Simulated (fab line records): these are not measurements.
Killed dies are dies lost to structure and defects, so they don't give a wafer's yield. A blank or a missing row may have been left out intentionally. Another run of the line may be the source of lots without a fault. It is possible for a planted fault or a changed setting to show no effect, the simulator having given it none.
A struck lot beside a sound one    flow sky130    37 out of 708 route steps
Sound: wafers L636.4, L636.5, L636.6. Wafers struck: L653.1, L653.2, L653.6. Last of all comes the cause.
Each step with rows lists, per side, the tool, then ch with its chambers, then its first start. Under that, the readings that differ: sound wafers    struck wafers    difference of the means    sigmas: that difference in standard deviations of wafers without a fault.
alike: words and numbers the same on both sides, and readings whose means are apart by under 2 such deviations; not compared: readings that were withheld, readings missing a value for some wafer, numbers with overlapping values and no deviation given by the record, and bounds like >300 which may hide the same value.
A row with sigmas, a row that says differs or no value, or rows on one side alone: a step with any of these is where the two part. Non-overlapping numbers with no deviation appear without sigmas and do not part them. Lack of a reading on every wafer of one side parts them only where that side has two or more wafers.

first, 10 steps without rows for these wafers: SKY_LDD_LDN_SOFTBAKE_03 (time 60 s); SKY_LDD_LDN_EXPOSE_04 (exposes mask LDNTM, target cd 700 nm); SKY_LDD_LDN_PEB_05; SKY_LDD_LDN_DEVELOP_06 (develop time 60 s); SKY_LDD_LDN_IMPLANT_08; SKY_LDD_LDN_IMPLANT_09; SKY_LDD_LDN_IMPLANT_10; SKY_LDD_LDN_IMPLANT_11; SKY_LDD_LDN_STRIP_12 (strips in O2/N2); SKY_LDD_LDN_CLEAN_14 (cleans in SC1/SC2, time 150 s).
SKY_SPACER_CVD_00: deposits Si3N4 from DCS/NH3, target thk 43.1 nm, time 740 s.
  sound on lpcvd-02 ch 1, day 23 02:57; struck on lpcvd-02 ch 1, day 30 00:27
reading                                  sound              struck             difference  sigmas
spikeTcLowerC (C)                        772.0 769.7 769.5  767.9 763.8 765.9  -4.5        -5
spikeTcUpperC (C)                        769.7 769.5 769.1  765.6 765.2 765.0  -4.2        -3
susceptorTempC (C)                       770.1 769.6 770.1  765.9 766.1 766.0  -3.9        -12
model.Si3N4_of_SPACER_CVD_00.thkNm (nm)  42.11 42.25 42.88  39.78 39.84 39.79  -2.61       
SKY_SPACER_THK_MEAS_01:
  sound on filmMetro-02, day 23 04:47; struck on filmMetro-04, day 30 01:40
reading                 sound           struck          difference  sigmas
SPACER_CVD_00_THK (nm)  42.1 42.2 42.8  39.8 39.9 39.8  -2.5        -6
SKY_SPACER_ETCHBACK_02: etches Si3N4 in CH3F/O2, stops on SiO2, time 46.7 s, target depth 45 nm.
  sound on rieDiel-02 ch 0,1,2, day 23 04:50; struck on rieDiel-01 ch 0,1, day 30 01:43
reading                   sound              struck             difference  sigmas
drypumpMotorCurrentA (A)  5.5 5.7 5.2        5.9 6.7 6.6        +0.9        +2
oesProductAu (a.u.)       0.847 0.843 0.853  0.816 0.818 0.817  -0.031      -5
model.etch.depthNm (nm)   42.11 42.25 42.88  39.78 39.84 39.79  -2.61       
  alike: throttleValvePct
  not compared: rfHoursCounterH
then, 22 steps without rows for these wafers: SKY_POLY_CUT_DEHYDRATE_00 (time 60 s); SKY_POLY_CUT_HMDS_01 (prime time 60 s); SKY_POLY_CUT_COAT_02 (resist thk 60 nm); SKY_POLY_CUT_COAT_03 (resist thk 450 nm); SKY_POLY_CUT_SOFTBAKE_04 (time 90 s); SKY_POLY_CUT_EXPOSE_05 (exposes mask NPCM, target cd 270 nm); SKY_POLY_CUT_PEB_06; SKY_POLY_CUT_DEVELOP_07 (develop time 60 s); SKY_POLY_CUT_ETCH_10 (etches BARC in N2/H2, stops on SiO2, time 45.9 s, target depth 60 nm); SKY_POLY_CUT_ETCH_11 (etches Si3N4 in CF4/CH2F2/Ar, stops on poly-Si, time 42.5 s, target depth 60 nm); SKY_POLY_CUT_STRIP_12 (strips in O2/N2); SKY_SD_P_DEHYDRATE_00 (time 60 s); SKY_SD_P_HMDS_01 (prime time 60 s); SKY_SD_P_COAT_02 (resist thk 1140 nm); SKY_SD_P_SOFTBAKE_03 (time 60 s); SKY_SD_P_EXPOSE_04 (exposes mask PSDM, target cd 380 nm); SKY_SD_P_PEB_05; SKY_SD_P_DEVELOP_06 (develop time 60 s); SKY_SD_P_IMPLANT_09; SKY_SD_P_STRIP_10 (strips in O2/N2); SKY_RES_XHIGH_DEHYDRATE_00 (time 60 s); SKY_RES_XHIGH_HMDS_01 (prime time 60 s).
-- the record jumps here: 5 days lie between the struck wafers' starts before and after (it left off in module RES_XHIGH and takes up again in module SALICIDE, whose first step shown is number 361 of the route) --
SKY_SALICIDE_CLEAN_00: cleans in HF-last, time 30 s.
  sound on wetBench-02 ch 3, day 28 02:33; struck on wetBench-01 ch 0, day 34 16:07
reading                                  sound              struck             difference  sigmas
model.Si3N4_of_SPACER_CVD_00.thkNm (nm)  41.14 41.29 41.91  38.82 38.87 38.82  -2.61       
-- the record jumps here: 16 days lie between the struck wafers' starts before and after (it left off in module SALICIDE and takes up again in module PAD_OPEN, whose first step shown is number 708 of the route) --
SKY_PAD_OPEN_PROBE_99:
  sound on prober-02, day 46 00:58; struck on prober-01, day 50 09:18
reading                              sound              struck             difference  sigmas
model.etest.pfet_01v8.rOnOhmUm       2882 2944 2962     2840 2859 2767     -107        
model.etest.sonosUncharged.rOnOhmUm  808.3 805.3 812.2  792.5 798.6 787.2  -15.8       
  alike: killed_at_M0_to_M3, killed_at_M4_up, killedAtContacts, killedAtFrontEnd, killedAtOther, killedDies, killedOpen, killedShort

WHERE THEY PART
First at SKY_SPACER_CVD_00; last, within this record, at SKY_SPACER_ETCHBACK_02. Later steps at which nothing parts them and some readings are alike: SKY_PAD_OPEN_PROBE_99.

WHY: the cause the simulator had injected
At SKY_SPACER_CVD_00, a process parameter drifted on lpcvd-02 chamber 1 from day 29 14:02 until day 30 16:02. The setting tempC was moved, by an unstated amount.
